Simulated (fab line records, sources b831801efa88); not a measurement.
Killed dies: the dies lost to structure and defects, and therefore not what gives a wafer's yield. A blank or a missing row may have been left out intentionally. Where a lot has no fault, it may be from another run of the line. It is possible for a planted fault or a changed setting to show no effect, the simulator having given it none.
Which tool is to blame? | flow sky130 | 13 lots with 36 wafers sampled at 5 steps, on a route of 708 steps

== WHAT EACH GAUGE READ, for each wafer ==
SKY_DNWELL_TW_MEAS_09. Usual: DNWELL_TW 1105, standard deviation 10.
lot  | measured    | on            | DNWELL_TW      | flag
L246 | day 3 13:42 | film metro-03 | 1099 1103 1100 |
L247 | day 3 21:44 | film metro-04 | 1099 1102 1107 |
L249 | day 4 05:03 | film metro-04 | 1109 1105 1114 |
L252 | day 4 22:20 | film metro-04 | 1087 1091      |
L253 | day 5 02:59 | film metro-01 | 1111 1122      |
L256 | day 5 21:10 | film metro-04 | 1089 1091      |
L258 | day 6 11:17 | film metro-04 | 1100 1100 1099 |
L259 | day 6 15:55 | film metro-04 | 1103 1096 1102 |
L261 | day 7 13:05 | film metro-04 | 1098 1099 1098 |
L262 | day 7 12:21 | film metro-03 | 1108 1106 1105 |
L263 | day 7 19:39 | film metro-03 | 1110 1117 1113 |
L266 | day 8 08:34 | film metro-03 | 1105 1102 1097 |
L267 | day 8 10:27 | film metro-01 | 1127 1126 1126 |

SKY_NWELL_TW_MEAS_15. Usual: NWELL_TW 1812, standard deviation 16.
lot  | measured     | on            | NWELL_TW       | flag
L246 | day 4 23:59  | film metro-04 | 1795 1783 1800 |
L247 | day 5 08:47  | film metro-01 | 1818 1827 1826 |
L249 | day 5 16:19  | film metro-01 | 1826 1831 1828 |
L252 | day 6 11:25  | film metro-01 | 1830 1837      |
L253 | day 6 15:26  | film metro-04 | 1791 1791      |
L256 | day 7 09:50  | film metro-04 | 1800 1794      |
L258 | day 8 01:55  | film metro-03 | 1814 1822 1813 |
L259 | day 8 07:17  | film metro-03 | 1818 1818 1815 |
L261 | day 9 06:43  | film metro-04 | 1803 1804 1805 |
L262 | day 9 06:28  | film metro-04 | 1807 1809 1792 |
L263 | day 9 13:38  | film metro-01 | 1825 1827 1844 |
L266 | day 10 04:32 | film metro-04 | 1801 1802 1792 |
L267 | day 10 06:52 | film metro-01 | 1837 1833 1838 |

SKY_NWELL_TW_MEAS_26. Usual: NWELL_2_TW 495, standard deviation 4.
lot  | measured     | on            | NWELL_2_TW  | flag
L246 | day 5 18:02  | film metro-01 | 497 495 496 |
L247 | day 6 03:11  | film metro-01 | 502 504 501 |
L249 | day 6 10:08  | film metro-04 | 491 490 489 |
L252 | day 7 05:43  | film metro-03 | 494 459     | OFF
L253 | day 7 09:59  | film metro-01 | 498 463     | OFF
L256 | day 8 05:56  | film metro-01 | 499 463     | OFF
L258 | day 8 23:01  | film metro-04 | 491 492 492 |
L259 | day 9 05:03  | film metro-03 | 496 495 497 |
L261 | day 10 05:02 | film metro-03 | 493 494 495 |
L262 | day 10 04:40 | film metro-01 | 500 498 504 |
L263 | day 10 12:08 | film metro-04 | 492 492 491 |
L266 | day 11 04:08 | film metro-04 | 493 491 492 |
L267 | day 11 06:04 | film metro-04 | 490 488 491 |

== WHAT TOOL EACH LOT RAN ON (gives the tool, then ch and the chambers of the sampled wafers, and finally the start) ==
lot  | SKY_FIELD_ISO_ETCH_17           | SKY_NWELL_IMPLANT_24
L246 | rie si-01 ch 1,2,3, day 2 15:09 | implanter-03 ch 0, day 5 17:49
L247 | rie si-01 ch 2,3, day 2 23:16   | implanter-02 ch 0, day 6 02:58
L249 | rie si-01 ch 0,2,3, day 3 07:21 | implanter-02 ch 0, day 6 09:55
L252 | rie si-01 ch 1,2, day 3 22:27   | implanter-02 ch 0, day 7 05:29
L253 | rie si-01 ch 0,2, day 4 03:48   | implanter-02 ch 0, day 7 09:44
L256 | rie si-02 ch 2,3, day 4 19:03   | implanter-02 ch 0, day 8 05:37
L258 | rie si-02 ch 2,3, day 5 07:27   | implanter-03 ch 0, day 8 22:46
L259 | rie si-01 ch 0,1, day 5 13:13   | implanter-01 ch 0, day 9 04:50
L261 | rie si-01 ch 2,3, day 5 23:12   | implanter-03 ch 0, day 10 04:47
L262 | rie si-02 ch 2,3, day 6 03:33   | implanter-01 ch 0, day 10 04:25
L263 | rie si-02 ch 0,2, day 6 08:12   | implanter-01 ch 0, day 10 11:53
L266 | rie si-01 ch 0,1, day 7 03:55   | implanter-02 ch 0, day 11 03:55
L267 | rie si-02 ch 0,1,2, day 7 07:07 | implanter-03 ch 0, day 11 05:49
- SKY_FIELD_ISO_ETCH_17: etches Si in HBr/Cl2/O2, target depth 342 nm, time 97.7 s.
- SKY_NWELL_IMPLANT_24

== AS READ BY THE TOOLS THEMSELVES (means over the sampled wafers that have a number; for cases with no such wafer, the mark the record gives instead) ==
SKY_FIELD_ISO_ETCH_17. Usual: drypump motor current A 5.99 A, standard deviation 0.21; oes product au 1.000 a.u., standard deviation 0.0086; throttle valve pct 25.656 %, standard deviation 0.011.
lot  | tool      | drypump motor current A (A) | oes product au (a.u.) | throttle valve pct (%) | flag
L246 | rie si-01 | 6.04                        | 0.994                 | 25.655                 |
L247 | rie si-01 | 5.85                        | 0.991                 | 25.658                 |
L249 | rie si-01 | 5.94                        | 0.995                 | 25.666                 |
L252 | rie si-01 | 6.24                        | 0.994                 | 25.657                 |
L253 | rie si-01 | 6.08                        | 1.000                 | 25.666                 |
L256 | rie si-02 | 5.94                        | 1.010                 | 25.666                 |
L258 | rie si-02 | 5.87                        | 1.009                 | 25.642                 |
L259 | rie si-01 | 6.05                        | 0.995                 | 25.659                 |
L261 | rie si-01 | 5.85                        | 0.989                 | 25.660                 |
L262 | rie si-02 | 6.02                        | 1.005                 | 25.656                 |
L263 | rie si-02 | 6.13                        | 1.011                 | 25.649                 |
L266 | rie si-01 | 6.16                        | 0.996                 | 25.667                 |
L267 | rie si-02 | 6.00                        | 0.999                 | 25.654                 |

SKY_NWELL_IMPLANT_24. Usual: beam on s 10.00 s, standard deviation 0.19; end station pressure torr 5.05e-06 Torr, standard deviation 2.7e-07; faraday current uA 51.9, standard deviation 0.96.
lot  | tool         | beam on s (s) | end station pressure torr (Torr) | faraday current uA | flag
L246 | implanter-03 | 9.94          | 4.95e-06                         | 52.0               |
L247 | implanter-02 | 9.95          | 4.96e-06                         | 52.1               |
L249 | implanter-02 | 9.96          | 5.11e-06                         | 52.1               |
L252 | implanter-02 | 8.95          | 5.42e-06                         | 58.3               | OFF
L253 | implanter-02 | 8.91          | 5.18e-06                         | 59.0               | OFF
L256 | implanter-02 | 9.07          | 5.37e-06                         | 57.4               | OFF
L258 | implanter-03 | 9.97          | 5.04e-06                         | 52.1               |
L259 | implanter-01 | 10.10         | 4.96e-06                         | 51.4               |
L261 | implanter-03 | 10.09         | 5.06e-06                         | 51.3               |
L262 | implanter-01 | 9.94          | 5.30e-06                         | 52.3               |
L263 | implanter-01 | 10.10         | 5.00e-06                         | 51.3               |
L266 | implanter-02 | 10.04         | 4.62e-06                         | 51.7               |
L267 | implanter-03 | 10.17         | 5.04e-06                         | 51.1               |

== THE ANSWER, worked out from the rows above alone ==
Rule: take the mean of a lot's wafers that have a number; if it is more than 3 standard deviations from the usual mean, the lot is off. Also off: a lot with no number at a reading for which 4 or more lots have one. The other lots that the step has rows for count as sound. The gauges are gone through in route order, then the tools' own readings, and for those a lot's mean is taken as printed above. The first step at which some lot is off is used, and at that step the reading that is off furthest; a lot without a number counts as furthest.
Off: L252, L253, L256, seen at SKY_NWELL_TW_MEAS_26 (NWELL_2_TW).
If a tool, at a process step before that reading, ran all the lots that are off and no sound lot after the first of them, it fits. Not tried: the gauges at SKY_NWELL_TW_MEAS_26; whatever is off there is also off at SKY_NWELL_IMPLANT_24, on other tools, and gauge error can't account for it. None of those tried fits.

== WHAT THE SIMULATOR HAD INSERTED ==
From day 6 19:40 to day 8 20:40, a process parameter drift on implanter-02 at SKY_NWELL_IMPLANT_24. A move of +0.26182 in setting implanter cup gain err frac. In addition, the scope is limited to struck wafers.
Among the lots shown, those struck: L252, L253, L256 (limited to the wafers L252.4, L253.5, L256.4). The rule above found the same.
